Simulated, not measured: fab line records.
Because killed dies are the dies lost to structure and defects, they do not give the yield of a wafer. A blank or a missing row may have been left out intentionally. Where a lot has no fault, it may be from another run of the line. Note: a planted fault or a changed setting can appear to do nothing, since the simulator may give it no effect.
Which tool is to blame? + flow sky130 + 11 lots with 33 wafers sampled at 2 steps, on a route of 708 steps

== WHAT THE GAUGES READ, wafer by wafer ==
SKY_VIA4_BOW_MEAS_03.
| lot  | measured     | on           | VIA4_BOW (um) |
|------|--------------|--------------|---------------|
| L141 | day 41 12:58 | filmMetro-04 | 75 75 79      |
| L143 | day 42 02:41 | filmMetro-02 | 84 82 86      |
| L144 | day 42 10:10 | filmMetro-02 | 71 74 72      |
| L145 | day 42 15:52 | filmMetro-02 | 86 83 79      |
| L149 | day 44 06:18 | filmMetro-01 | 73 79 73      |
| L147 | day 44 07:47 | filmMetro-04 | 78 81 79      |
| L155 | day 45 11:14 | filmMetro-02 | 86 86 88      |
| L156 | day 45 16:42 | filmMetro-02 | 72 70 63      |
| L160 | day 47 01:14 | filmMetro-01 | 68 85 77      |
| L161 | day 47 04:55 | filmMetro-02 | 81 82 74      |
| L164 | day 48 18:23 | filmMetro-01 | 58 82 76      |

== EACH LOT AND THE TOOL THAT RAN IT (in order: tool; ch and the chambers of the sampled wafers; start) ==
| lot  | SKY_METAL4_METAL_ETCH_18         |
|------|----------------------------------|
| L141 | rieMetal-02 ch 0,1, day 41 07:55 |
| L143 | rieMetal-02 ch 0,1, day 42 01:22 |
| L144 | rieMetal-02 ch 0,1, day 42 08:50 |
| L145 | rieMetal-04 ch 0,1, day 42 14:34 |
| L149 | rieMetal-02 ch 1, day 44 04:59   |
| L147 | rieMetal-03 ch 0,1, day 44 06:28 |
| L155 | rieMetal-04 ch 1, day 45 09:55   |
| L156 | rieMetal-04 ch 0,1, day 45 15:22 |
| L160 | rieMetal-03 ch 0,1, day 46 23:55 |
| L161 | rieMetal-04 ch 0,1, day 47 03:32 |
| L164 | rieMetal-03 ch 0,1, day 48 17:04 |
- SKY_METAL4_METAL_ETCH_18: etches the open film in Cl2/BCl3, stops on SiO2, target depth 845 nm, time 183.1 s.

== THE ANSWER, worked out from the rows above alone ==
Rule: the lots themselves supply what counts as usual. The widest of any qualifying gaps counts: lots, ordered by their means at a reading, are off when they make up no more than a third of the lots, leave a main group of 4 or more, and stand apart from it by 3 or more times the standard deviation of that group's means. If all means in a main group match to the digits the tables above print for the reading, that group is not used. A lot without any number at a reading at which 4 lots or more have one is off too. Any other lot the step has rows for is counted as sound.
Nothing can be told from this: no lot is off at any reading shown.

== WHAT WAS PUT IN BY THE SIMULATOR ==
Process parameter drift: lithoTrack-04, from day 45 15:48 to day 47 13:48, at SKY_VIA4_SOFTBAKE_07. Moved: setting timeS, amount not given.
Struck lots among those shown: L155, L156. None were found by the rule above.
